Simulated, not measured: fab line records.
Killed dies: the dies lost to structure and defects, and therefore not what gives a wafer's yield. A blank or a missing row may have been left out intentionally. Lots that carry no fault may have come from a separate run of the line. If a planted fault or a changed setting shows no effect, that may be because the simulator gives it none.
fab line records || flow sfqLine || part 2 of 2: steps 25 to 33 of 33
[record] {"lots": 5, "wafers": 15, "lastDay": 86}
route steps=325 shown I4@164 JJ@178
lots with no fault: from the same line, run without faults
startH: the number of hours between the record's first day and the start of the first shown wafer of the lot || waitH: hours elapsed since this lot's preceding step || " as in the row above || L1.1+2: a row that stands for several wafers || - value missing, or start not given || * or withheld: withheld || < > ~ a bound
route shown NAME@n: names a module that has steps shown in the file, with the first one's number in the route || usual: the fault-free wafers' mean and standard deviation || same: alike in all rows || chamber/n: place in a boat || sites: each site's reading || _std_site: the values' standard deviation || _edge_site: outer sites' mean less inner sites' || radiusMm: how far each site lies from the wafer's centre || mask NAME#n: copy n || behind: tool/chamber where the wafer was last shaped || hold: why the lot was held/for how many hours/how that ended || device: the transistor (n, p or np) that didn't switch || end of line: tests run on the same wafers once the route is complete || step lacking rows: just its recipe || killed: the dies lost at the first sort to structure and to defects; this is not the yield of the wafer || map: a wafer's dies, x killed, . not, _ none there
set.NAME: the setting that was run; set.NAME@STEP: the one run at that earlier step || model.NAME: the simulator's own value behind a step, which no gauge read
lots seen at some steps along the route; tables by step, rows by wafer
services: from which hour (startH, from the record's first day; less than 0 if before it) a tool's chamber was out of use, for how many hours, and why
[[steps]]
[step SFQ_TRILAYER_JJ_CE_LITHO_PEB_117]
[recipe] {"pebTempC": 115, "pebTimeS": 60, "resist": "KrF"}
[usual] {"chillPlateTempC": "23.04/0.11"}
[same] {"pebTimeS": 60}
{"lot.wafer": "L077.3", "tool": "lithoTrack-03", "chamber": 0, "startH": 1233.06, "waitH": 0.7, "chillPlateTempC": 23.15}
{"lot.wafer": "L077.4", "tool": "lithoTrack-03", "chamber": 0, "startH": 1233.06, "waitH": 0.7, "chillPlateTempC": 23.02}
{"lot.wafer": "L077.6", "tool": "lithoTrack-03", "chamber": 0, "startH": 1233.06, "waitH": 0.7, "chillPlateTempC": 23.12}
{"lot.wafer": "L078.1", "tool": "lithoTrack-04", "chamber": 0, "startH": 1241.41, "waitH": 1.0, "chillPlateTempC": 23.07}
{"lot.wafer": "L078.3", "tool": "lithoTrack-04", "chamber": 0, "startH": 1241.41, "waitH": 1.0, "chillPlateTempC": 22.98}
{"lot.wafer": "L078.4", "tool": "lithoTrack-04", "chamber": 0, "startH": 1241.41, "waitH": 1.0, "chillPlateTempC": 23.11}
{"lot.wafer": "L086.1", "tool": "lithoTrack-04", "chamber": 0, "startH": 1321.81, "waitH": 1.0, "chillPlateTempC": 23.27}
{"lot.wafer": "L086.4", "tool": "lithoTrack-04", "chamber": 0, "startH": 1321.81, "waitH": 1.0, "chillPlateTempC": 23.15}
{"lot.wafer": "L086.5", "tool": "lithoTrack-04", "chamber": 0, "startH": 1321.81, "waitH": 1.0, "chillPlateTempC": 23.07}
{"lot.wafer": "L089.2", "tool": "lithoTrack-03", "chamber": 0, "startH": 1329.04, "waitH": 0.8, "chillPlateTempC": 23.05}
{"lot.wafer": "L089.4", "tool": "lithoTrack-03", "chamber": 0, "startH": 1329.04, "waitH": 0.8, "chillPlateTempC": 22.93}
{"lot.wafer": "L089.6", "tool": "lithoTrack-03", "chamber": 0, "startH": 1329.04, "waitH": 0.8, "chillPlateTempC": 23.04}
{"lot.wafer": "L091.2", "tool": "lithoTrack-04", "chamber": 0, "startH": 1335.04, "waitH": 0.8, "chillPlateTempC": 23.07}
{"lot.wafer": "L091.4", "tool": "lithoTrack-04", "chamber": 0, "startH": 1335.04, "waitH": 0.8, "chillPlateTempC": 22.90}
{"lot.wafer": "L091.5", "tool": "lithoTrack-04", "chamber": 0, "startH": 1335.04, "waitH": 0.8, "chillPlateTempC": 23.06}
[step SFQ_TRILAYER_JJ_CE_LITHO_DEVELOP_116]
[recipe] {"timeS": 60, "resist": "KrF"}
[usual] {"chillPlateTempC": "22.98/0.11"}
{"lot.wafer": "L077.3", "tool": "lithoTrack-03", "chamber": 0, "startH": 1233.21, "waitH": 0.1, "chillPlateTempC": 22.99}
{"lot.wafer": "L077.4", "tool": "lithoTrack-03", "chamber": 0, "startH": 1233.21, "waitH": 0.1, "chillPlateTempC": 22.86}
{"lot.wafer": "L077.6", "tool": "lithoTrack-03", "chamber": 0, "startH": 1233.21, "waitH": 0.1, "chillPlateTempC": 22.95}
{"lot.wafer": "L078.1", "tool": "lithoTrack-04", "chamber": 0, "startH": 1241.56, "waitH": 0.1, "chillPlateTempC": 22.96}
{"lot.wafer": "L078.3", "tool": "lithoTrack-04", "chamber": 0, "startH": 1241.56, "waitH": 0.1, "chillPlateTempC": 23.06}
{"lot.wafer": "L078.4", "tool": "lithoTrack-04", "chamber": 0, "startH": 1241.56, "waitH": 0.1, "chillPlateTempC": 22.90}
{"lot.wafer": "L086.1", "tool": "lithoTrack-04", "chamber": 0, "startH": 1321.96, "waitH": 0.1, "chillPlateTempC": 22.99}
{"lot.wafer": "L086.4", "tool": "lithoTrack-04", "chamber": 0, "startH": 1321.96, "waitH": 0.1, "chillPlateTempC": 22.97}
{"lot.wafer": "L086.5", "tool": "lithoTrack-04", "chamber": 0, "startH": 1321.96, "waitH": 0.1, "chillPlateTempC": 22.83}
{"lot.wafer": "L089.2", "tool": "lithoTrack-03", "chamber": 0, "startH": 1329.19, "waitH": 0.1, "chillPlateTempC": 22.93}
{"lot.wafer": "L089.4", "tool": "lithoTrack-03", "chamber": 0, "startH": 1329.19, "waitH": 0.1, "chillPlateTempC": 23.07}
{"lot.wafer": "L089.6", "tool": "lithoTrack-03", "chamber": 0, "startH": 1329.19, "waitH": 0.1, "chillPlateTempC": 22.95}
{"lot.wafer": "L091.2", "tool": "lithoTrack-04", "chamber": 0, "startH": 1335.19, "waitH": 0.1, "chillPlateTempC": 22.79}
{"lot.wafer": "L091.4", "tool": "lithoTrack-04", "chamber": 0, "startH": 1335.19, "waitH": 0.1, "chillPlateTempC": 22.86}
{"lot.wafer": "L091.5", "tool": "lithoTrack-04", "chamber": 0, "startH": 1335.19, "waitH": 0.1, "chillPlateTempC": 22.93}
[step SFQ_JJ_OVL_MEAS_931]
[usual] {"J5_OVL": "-1/5.1"}
{"lot.wafer": "L077.3", "tool": "overlay-01", "chamber": "-", "startH": 1233.32, "waitH": 0.1, "J5_OVL[nm]": 4}
{"lot.wafer": "L077.4", "tool": "overlay-01", "chamber": "-", "startH": 1233.32, "waitH": 0.1, "J5_OVL[nm]": 1}
{"lot.wafer": "L077.6", "tool": "overlay-01", "chamber": "-", "startH": 1233.32, "waitH": 0.1, "J5_OVL[nm]": 4}
{"lot.wafer": "L078.1", "tool": "overlay-02", "chamber": "-", "startH": 1241.71, "waitH": 0.1, "J5_OVL[nm]": 5}
{"lot.wafer": "L078.3", "tool": "overlay-02", "chamber": "-", "startH": 1241.71, "waitH": 0.1, "J5_OVL[nm]": 11}
{"lot.wafer": "L078.4", "tool": "overlay-02", "chamber": "-", "startH": 1241.71, "waitH": 0.1, "J5_OVL[nm]": 4}
{"lot.wafer": "L086.1", "tool": "overlay-01", "chamber": "-", "startH": 1322.11, "waitH": 0.1, "J5_OVL[nm]": 0}
{"lot.wafer": "L086.4", "tool": "overlay-01", "chamber": "-", "startH": 1322.11, "waitH": 0.1, "J5_OVL[nm]": -3}
{"lot.wafer": "L086.5", "tool": "overlay-01", "chamber": "-", "startH": 1322.11, "waitH": 0.1, "J5_OVL[nm]": -4}
{"lot.wafer": "L089.2", "tool": "overlay-02", "chamber": "-", "startH": 1329.32, "waitH": 0.1, "J5_OVL[nm]": 2}
{"lot.wafer": "L089.4", "tool": "overlay-02", "chamber": "-", "startH": 1329.32, "waitH": 0.1, "J5_OVL[nm]": 2}
{"lot.wafer": "L089.6", "tool": "overlay-02", "chamber": "-", "startH": 1329.32, "waitH": 0.1, "J5_OVL[nm]": 3}
{"lot.wafer": "L091.2", "tool": "overlay-02", "chamber": "-", "startH": 1335.32, "waitH": 0.1, "J5_OVL[nm]": 8}
{"lot.wafer": "L091.4", "tool": "overlay-02", "chamber": "-", "startH": 1335.32, "waitH": 0.1, "J5_OVL[nm]": 6}
{"lot.wafer": "L091.5", "tool": "overlay-02", "chamber": "-", "startH": 1335.32, "waitH": 0.1, "J5_OVL[nm]": -4}
[step SFQ_TRILAYER_JJ_CE_METRO_MEASURE_117]
[usual] {"cdNm": "699.6/1.2"}
{"lot.wafer": "L077.3", "tool": "cdSem-01", "chamber": "-", "startH": 1233.75, "waitH": 0.4, "cdNm": 699.7}
{"lot.wafer": "L077.4", "tool": "cdSem-01", "chamber": "-", "startH": 1233.75, "waitH": 0.4, "cdNm": 698.3}
{"lot.wafer": "L077.6", "tool": "cdSem-01", "chamber": "-", "startH": 1233.75, "waitH": 0.4, "cdNm": 700.3}
{"lot.wafer": "L078.1", "tool": "cdSem-02", "chamber": "-", "startH": 1241.75, "waitH": 0.0, "cdNm": 698.0}
{"lot.wafer": "L078.3", "tool": "cdSem-02", "chamber": "-", "startH": 1241.75, "waitH": 0.0, "cdNm": 697.9}
{"lot.wafer": "L078.4", "tool": "cdSem-02", "chamber": "-", "startH": 1241.75, "waitH": 0.0, "cdNm": 698.7}
{"lot.wafer": "L086.1", "tool": "cdSem-01", "chamber": "-", "startH": 1322.15, "waitH": 0.0, "cdNm": 700.8}
{"lot.wafer": "L086.4", "tool": "cdSem-01", "chamber": "-", "startH": 1322.15, "waitH": 0.0, "cdNm": 700.2}
{"lot.wafer": "L086.5", "tool": "cdSem-01", "chamber": "-", "startH": 1322.15, "waitH": 0.0, "cdNm": 700.6}
{"lot.wafer": "L089.2", "tool": "cdSem-02", "chamber": "-", "startH": 1329.55, "waitH": 0.2, "cdNm": 699.0}
{"lot.wafer": "L089.4", "tool": "cdSem-02", "chamber": "-", "startH": 1329.55, "waitH": 0.2, "cdNm": 699.5}
{"lot.wafer": "L089.6", "tool": "cdSem-02", "chamber": "-", "startH": 1329.55, "waitH": 0.2, "cdNm": 700.6}
{"lot.wafer": "L091.2", "tool": "cdSem-02", "chamber": "-", "startH": 1335.55, "waitH": 0.2, "cdNm": 699.9}
{"lot.wafer": "L091.4", "tool": "cdSem-02", "chamber": "-", "startH": 1335.55, "waitH": 0.2, "cdNm": 699.1}
{"lot.wafer": "L091.5", "tool": "cdSem-02", "chamber": "-", "startH": 1335.55, "waitH": 0.2, "cdNm": 699.5}
[step SFQ_TRILAYER_JJ_CE_BARC_OPEN_RIE_150]
[recipe] {"maskMaterial": "PR", "chemistry": "O2", "targetDepthNm": 240, "target": "BARC", "icpW": 600, "biasW": 80, "pressureMtorr": 10, "timeS": 80}
[usual] {"drypumpMotorCurrentA": "5.33/0.25", "heBacksideLeakSccm": "3.42/0.16", "oesProductAu": "0.538/0.0046"}
{"lot.wafer": "L077.3", "tool": "rieMetal-02", "chamber": 1, "startH": 1234.58, "waitH": 0.6, "drypumpMotorCurrentA": 5.71, "heBacksideLeakSccm": 3.01, "oesProductAu": 0.541, "rfHoursCounterH": "-"}
{"lot.wafer": "L077.4", "tool": "rieMetal-02", "chamber": 0, "startH": 1234.58, "waitH": 0.6, "drypumpMotorCurrentA": 5.47, "heBacksideLeakSccm": 3.49, "oesProductAu": 0.540, "rfHoursCounterH": "-"}
{"lot.wafer": "L077.6", "tool": "rieMetal-02", "chamber": 1, "startH": 1234.58, "waitH": 0.6, "drypumpMotorCurrentA": 5.71, "heBacksideLeakSccm": 3.17, "oesProductAu": 0.543, "rfHoursCounterH": "-"}
{"lot.wafer": "L078.1", "tool": "rieMetal-04", "chamber": 0, "startH": 1242.95, "waitH": 1.0, "drypumpMotorCurrentA": 4.88, "heBacksideLeakSccm": 3.48, "oesProductAu": 0.536, "rfHoursCounterH": 95}
{"lot.wafer": "L078.3", "tool": "rieMetal-04", "chamber": 1, "startH": 1242.95, "waitH": 1.0, "drypumpMotorCurrentA": 5.47, "heBacksideLeakSccm": 3.54, "oesProductAu": 0.535, "rfHoursCounterH": "-"}
{"lot.wafer": "L078.4", "tool": "rieMetal-04", "chamber": 0, "startH": 1242.95, "waitH": 1.0, "drypumpMotorCurrentA": 4.88, "heBacksideLeakSccm": 3.49, "oesProductAu": 0.532, "rfHoursCounterH": "-"}
{"lot.wafer": "L086.1", "tool": "rieMetal-01", "chamber": 0, "startH": 1323.35, "waitH": 1.0, "drypumpMotorCurrentA": 5.35, "heBacksideLeakSccm": 3.20, "oesProductAu": 0.539, "rfHoursCounterH": 85}
{"lot.wafer": "L086.4", "tool": "rieMetal-01", "chamber": 1, "startH": 1323.35, "waitH": 1.0, "drypumpMotorCurrentA": 5.38, "heBacksideLeakSccm": 3.42, "oesProductAu": 0.535, "rfHoursCounterH": "-"}
{"lot.wafer": "L086.5", "tool": "rieMetal-01", "chamber": 1, "startH": 1323.35, "waitH": 1.0, "drypumpMotorCurrentA": 5.40, "heBacksideLeakSccm": 3.30, "oesProductAu": 0.533, "rfHoursCounterH": "-"}
{"lot.wafer": "L089.2", "tool": "rieMetal-04", "chamber": 1, "startH": 1330.55, "waitH": 0.8, "drypumpMotorCurrentA": 5.48, "heBacksideLeakSccm": 3.52, "oesProductAu": 0.535, "rfHoursCounterH": 35}
{"lot.wafer": "L089.4", "tool": "rieMetal-04", "chamber": 0, "startH": 1330.55, "waitH": 0.8, "drypumpMotorCurrentA": 4.87, "heBacksideLeakSccm": 3.44, "oesProductAu": 0.540, "rfHoursCounterH": "-"}
{"lot.wafer": "L089.6", "tool": "rieMetal-04", "chamber": 0, "startH": 1330.55, "waitH": 0.8, "drypumpMotorCurrentA": 4.89, "heBacksideLeakSccm": 3.35, "oesProductAu": 0.541, "rfHoursCounterH": "-"}
{"lot.wafer": "L091.2", "tool": "rieMetal-01", "chamber": 1, "startH": 1336.55, "waitH": 0.8, "drypumpMotorCurrentA": 5.40, "heBacksideLeakSccm": 3.36, "oesProductAu": 0.533, "rfHoursCounterH": 36}
{"lot.wafer": "L091.4", "tool": "rieMetal-01", "chamber": 1, "startH": 1336.55, "waitH": 0.8, "drypumpMotorCurrentA": 5.39, "heBacksideLeakSccm": 3.42, "oesProductAu": 0.541, "rfHoursCounterH": "-"}
{"lot.wafer": "L091.5", "tool": "rieMetal-01", "chamber": 1, "startH": 1336.55, "waitH": 0.8, "drypumpMotorCurrentA": 5.37, "heBacksideLeakSccm": 3.61, "oesProductAu": 0.539, "rfHoursCounterH": "-"}
[step SFQ_TRILAYER_JJ_CE_ETCH_RIE_118]
[recipe] {"target": "Nb", "stopOn": "Al2O3", "maskMaterial": "PR", "taperDeg": 13.257, "overEtchFrac": 0.15, "timeS": 97.7, "chemistry": "SF6", "targetDepthNm": 170, "icpW": 600, "biasW": 80, "pressureMtorr": 10}
[usual] {"drypumpMotorCurrentA": "5.33/0.25", "heBacksideLeakSccm": "3.41/0.21", "oesProductAu": "0.988/0.0063"}
{"lot.wafer": "L077.3", "tool": "rieMetal-02", "chamber": 1, "startH": 1234.68, "waitH": 0.1, "drypumpMotorCurrentA": 5.66, "heBacksideLeakSccm": 3.22, "oesProductAu": 0.985, "rfHoursCounterH": "-"}
{"lot.wafer": "L077.4", "tool": "rieMetal-02", "chamber": 0, "startH": 1234.68, "waitH": 0.1, "drypumpMotorCurrentA": 5.46, "heBacksideLeakSccm": 3.28, "oesProductAu": 0.987, "rfHoursCounterH": "-"}
{"lot.wafer": "L077.6", "tool": "rieMetal-02", "chamber": 1, "startH": 1234.68, "waitH": 0.1, "drypumpMotorCurrentA": 5.69, "heBacksideLeakSccm": 3.25, "oesProductAu": 0.987, "rfHoursCounterH": "-"}
{"lot.wafer": "L078.1", "tool": "rieMetal-04", "chamber": 0, "startH": 1243.04, "waitH": 0.1, "drypumpMotorCurrentA": 4.88, "heBacksideLeakSccm": 3.44, "oesProductAu": 0.985, "rfHoursCounterH": 95}
{"lot.wafer": "L078.3", "tool": "rieMetal-04", "chamber": 1, "startH": 1243.04, "waitH": 0.1, "drypumpMotorCurrentA": 5.47, "heBacksideLeakSccm": 3.54, "oesProductAu": 0.979, "rfHoursCounterH": "-"}
{"lot.wafer": "L078.4", "tool": "rieMetal-04", "chamber": 0, "startH": 1243.04, "waitH": 0.1, "drypumpMotorCurrentA": 4.91, "heBacksideLeakSccm": 3.58, "oesProductAu": 0.992, "rfHoursCounterH": "-"}
{"lot.wafer": "L086.1", "tool": "rieMetal-01", "chamber": 0, "startH": 1323.44, "waitH": 0.1, "drypumpMotorCurrentA": 5.31, "heBacksideLeakSccm": 3.08, "oesProductAu": 0.984, "rfHoursCounterH": 85}
{"lot.wafer": "L086.4", "tool": "rieMetal-01", "chamber": 1, "startH": 1323.44, "waitH": 0.1, "drypumpMotorCurrentA": 5.39, "heBacksideLeakSccm": 3.48, "oesProductAu": 0.992, "rfHoursCounterH": "-"}
{"lot.wafer": "L086.5", "tool": "rieMetal-01", "chamber": 1, "startH": 1323.44, "waitH": 0.1, "drypumpMotorCurrentA": 5.39, "heBacksideLeakSccm": 3.48, "oesProductAu": 0.991, "rfHoursCounterH": "-"}
{"lot.wafer": "L089.2", "tool": "rieMetal-04", "chamber": 1, "startH": 1330.64, "waitH": 0.1, "drypumpMotorCurrentA": 5.46, "heBacksideLeakSccm": 3.55, "oesProductAu": 0.985, "rfHoursCounterH": 35}
{"lot.wafer": "L089.4", "tool": "rieMetal-04", "chamber": 0, "startH": 1330.64, "waitH": 0.1, "drypumpMotorCurrentA": 4.85, "heBacksideLeakSccm": 3.16, "oesProductAu": 0.999, "rfHoursCounterH": "-"}
{"lot.wafer": "L089.6", "tool": "rieMetal-04", "chamber": 0, "startH": 1330.64, "waitH": 0.1, "drypumpMotorCurrentA": 4.87, "heBacksideLeakSccm": 3.36, "oesProductAu": 0.986, "rfHoursCounterH": "-"}
{"lot.wafer": "L091.2", "tool": "rieMetal-01", "chamber": 1, "startH": 1336.64, "waitH": 0.1, "drypumpMotorCurrentA": 5.40, "heBacksideLeakSccm": 3.41, "oesProductAu": 0.996, "rfHoursCounterH": 36}
{"lot.wafer": "L091.4", "tool": "rieMetal-01", "chamber": 1, "startH": 1336.64, "waitH": 0.1, "drypumpMotorCurrentA": 5.39, "heBacksideLeakSccm": 3.33, "oesProductAu": 0.993, "rfHoursCounterH": "-"}
{"lot.wafer": "L091.5", "tool": "rieMetal-01", "chamber": 1, "startH": 1336.64, "waitH": 0.1, "drypumpMotorCurrentA": 5.38, "heBacksideLeakSccm": 3.44, "oesProductAu": 0.998, "rfHoursCounterH": "-"}
[step SFQ_TRILAYER_JJ_ANODIZE_ANODIZE_119]
[recipe] {"currentDensityMaCm2": "withheld", "endCurrentDensityMaCm2": "withheld", "bathTempC": "withheld"}
{"lot.wafer": "L077.3+4+6", "tool": "wetBench-05", "chamber": "4,2,7", "startH": 1234.75, "waitH": 0.0}
{"lot.wafer": "L078.1+3+4", "tool": "wetBench-06", "chamber": "7,4,0", "startH": 1243.15, "waitH": 0.1}
{"lot.wafer": "L086.1+4+5", "tool": "wetBench-06", "chamber": "5,6,7", "startH": 1323.55, "waitH": 0.1}
{"lot.wafer": "L089.2+4+6", "tool": "wetBench-05", "chamber": "1,2,0", "startH": 1330.75, "waitH": 0.1}
{"lot.wafer": "L091.2+4+5", "tool": "wetBench-05", "chamber": "7,6,2", "startH": 1336.75, "waitH": 0.1}
[step SFQ_TRILAYER_JJ_CE_STRIP_STRIP_120]
[recipe] {"gas": "O2", "powerW": 200, "platenTempC": 40, "overashFraction": 0.65, "chemistry": "O2", "pressureMtorr": 50}
[usual] {"drypumpMotorCurrentA": "5.45/0.22", "heBacksideLeakSccm": "3.39/0.21", "oesProductAu": "0.998/0.0073"}
{"lot.wafer": "L077.3", "tool": "rieMetal-01", "chamber": 1, "startH": 1235.45, "waitH": 0.2, "drypumpMotorCurrentA": 5.38, "heBacksideLeakSccm": 3.35, "oesProductAu": 1.000, "rfHoursCounterH": "-"}
{"lot.wafer": "L077.4", "tool": "rieMetal-01", "chamber": 0, "startH": 1235.45, "waitH": 0.2, "drypumpMotorCurrentA": 5.35, "heBacksideLeakSccm": 3.33, "oesProductAu": 0.980, "rfHoursCounterH": "-"}
{"lot.wafer": "L077.6", "tool": "rieMetal-01", "chamber": 0, "startH": 1235.45, "waitH": 0.2, "drypumpMotorCurrentA": 5.34, "heBacksideLeakSccm": 3.05, "oesProductAu": 0.990, "rfHoursCounterH": "-"}
{"lot.wafer": "L078.1", "tool": "rieMetal-02", "chamber": 1, "startH": 1243.65, "waitH": 0.0, "drypumpMotorCurrentA": 5.67, "heBacksideLeakSccm": 3.75, "oesProductAu": 0.999, "rfHoursCounterH": 34}
{"lot.wafer": "L078.3", "tool": "rieMetal-02", "chamber": 1, "startH": 1243.65, "waitH": 0.0, "drypumpMotorCurrentA": 5.68, "heBacksideLeakSccm": 3.63, "oesProductAu": 1.000, "rfHoursCounterH": "-"}
{"lot.wafer": "L078.4", "tool": "rieMetal-02", "chamber": 0, "startH": 1243.65, "waitH": 0.0, "drypumpMotorCurrentA": 5.47, "heBacksideLeakSccm": 3.29, "oesProductAu": 0.996, "rfHoursCounterH": "-"}
{"lot.wafer": "L086.1", "tool": "rieMetal-02", "chamber": 1, "startH": 1324.05, "waitH": 0.0, "drypumpMotorCurrentA": 5.68, "heBacksideLeakSccm": 3.48, "oesProductAu": 0.995, "rfHoursCounterH": 43}
{"lot.wafer": "L086.4", "tool": "rieMetal-02", "chamber": 1, "startH": 1324.05, "waitH": 0.0, "drypumpMotorCurrentA": 5.68, "heBacksideLeakSccm": 3.31, "oesProductAu": 0.987, "rfHoursCounterH": "-"}
{"lot.wafer": "L086.5", "tool": "rieMetal-02", "chamber": 1, "startH": 1324.05, "waitH": 0.0, "drypumpMotorCurrentA": 5.67, "heBacksideLeakSccm": 2.86, "oesProductAu": 0.992, "rfHoursCounterH": "-"}
{"lot.wafer": "L089.2", "tool": "rieMetal-02", "chamber": 1, "startH": 1331.25, "waitH": 0.0, "drypumpMotorCurrentA": 5.67, "heBacksideLeakSccm": 3.46, "oesProductAu": 1.003, "rfHoursCounterH": 44}
{"lot.wafer": "L089.4", "tool": "rieMetal-02", "chamber": 0, "startH": 1331.25, "waitH": 0.0, "drypumpMotorCurrentA": 5.53, "heBacksideLeakSccm": 3.65, "oesProductAu": 0.985, "rfHoursCounterH": "-"}
{"lot.wafer": "L089.6", "tool": "rieMetal-02", "chamber": 1, "startH": 1331.25, "waitH": 0.0, "drypumpMotorCurrentA": 5.72, "heBacksideLeakSccm": 3.32, "oesProductAu": 1.001, "rfHoursCounterH": "-"}
{"lot.wafer": "L091.2", "tool": "rieMetal-02", "chamber": 1, "startH": 1337.25, "waitH": 0.0, "drypumpMotorCurrentA": 5.69, "heBacksideLeakSccm": 3.42, "oesProductAu": 1.005, "rfHoursCounterH": 45}
{"lot.wafer": "L091.4", "tool": "rieMetal-02", "chamber": 0, "startH": 1337.25, "waitH": 0.0, "drypumpMotorCurrentA": 5.49, "heBacksideLeakSccm": 3.16, "oesProductAu": 0.996, "rfHoursCounterH": "-"}
{"lot.wafer": "L091.5", "tool": "rieMetal-02", "chamber": 1, "startH": 1337.25, "waitH": 0.0, "drypumpMotorCurrentA": 5.71, "heBacksideLeakSccm": 3.40, "oesProductAu": 1.002, "rfHoursCounterH": "-"}
[step SFQ_TRILAYER_JJ_CE_STRIP_SOLV_CLEAN_121]
[recipe] {"chemistry": "NMP", "tempC": 70, "timeS": 600}
{"lot.wafer": "L077.3+4+6", "tool": "wetBench-04", "chamber": "5,1,0", "startH": 1235.85, "waitH": 0.2}
{"lot.wafer": "L078.1+3+4", "tool": "wetBench-03", "chamber": "0,6,4", "startH": 1244.25, "waitH": 0.4}
{"lot.wafer": "L086.1+4+5", "tool": "wetBench-02", "chamber": "3,6,7", "startH": 1324.65, "waitH": 0.4}
{"lot.wafer": "L089.2+4+6", "tool": "wetBench-02", "chamber": "0,7,1", "startH": 1331.85, "waitH": 0.4}
{"lot.wafer": "L091.2+4+5", "tool": "wetBench-04", "chamber": "4,0,7", "startH": 1337.85, "waitH": 0.4}
[[services]]
{"tool": "pvdSputter-05", "chamber": "-", "startH": 963.71, "hours": 4.9, "kind": "repair"}
{"tool": "krfScanner-02", "chamber": "-", "startH": 966.45, "hours": 5.7, "kind": "repair"}
{"tool": "krfScanner-01", "chamber": "-", "startH": 1001.35, "hours": 0.8, "kind": "pm"}
{"tool": "krfScanner-02", "chamber": "-", "startH": 1005.94, "hours": 1.3, "kind": "pm"}
{"tool": "krfScanner-02", "chamber": "-", "startH": 1013.23, "hours": 3.3, "kind": "repair"}
{"tool": "krfScanner-01", "chamber": "-", "startH": 1018.07, "hours": 1.0, "kind": "pm"}
{"tool": "krfScanner-01", "chamber": "-", "startH": 1019.68, "hours": 1.3, "kind": "pm"}
{"tool": "wetBench-02", "chamber": "-", "startH": 1026.63, "hours": 0.9, "kind": "repair"}
{"tool": "krfScanner-02", "chamber": "-", "startH": 1052.99, "hours": 1.0, "kind": "pm"}
{"tool": "krfScanner-01", "chamber": "-", "startH": 1053.97, "hours": 42.4, "kind": "repair"}
{"tool": "rieDiel-04", "chamber": 1, "startH": 1054.08, "hours": 2.5, "kind": "repair"}
{"tool": "pvdSputter-05", "chamber": "-", "startH": 1060.29, "hours": 9.2, "kind": "repair"}
{"tool": "rieDiel-04", "chamber": 0, "startH": 1063.91, "hours": 4.4, "kind": "repair"}
{"tool": "krfScanner-02", "chamber": "-", "startH": 1097.32, "hours": 0.8, "kind": "pm"}
{"tool": "rieMetal-02", "chamber": 0, "startH": 1104.73, "hours": 6.1, "kind": "repair"}
{"tool": "rieDiel-04", "chamber": "-", "startH": 1105.62, "hours": 2.8, "kind": "pm"}
{"tool": "krfScanner-01", "chamber": "-", "startH": 1109.71, "hours": 0.6, "kind": "repair"}
{"tool": "rieMetal-01", "chamber": "-", "startH": 1123.86, "hours": 2.8, "kind": "pm"}
{"tool": "krfScanner-01", "chamber": "-", "startH": 1170.51, "hours": 0.8, "kind": "pm"}
{"tool": "krfScanner-02", "chamber": "-", "startH": 1180.87, "hours": 1.3, "kind": "pm"}
{"tool": "pvdSputter-05", "chamber": "-", "startH": 1233.45, "hours": 1.4, "kind": "repair"}
{"tool": "rieMetal-02", "chamber": 1, "startH": 1300.91, "hours": 8.0, "kind": "repair"}
{"tool": "pvdSputter-05", "chamber": "-", "startH": 1314.65, "hours": 2.0, "kind": "repair"}
{"tool": "rieDiel-04", "chamber": 1, "startH": 1333.13, "hours": 3.8, "kind": "repair"}
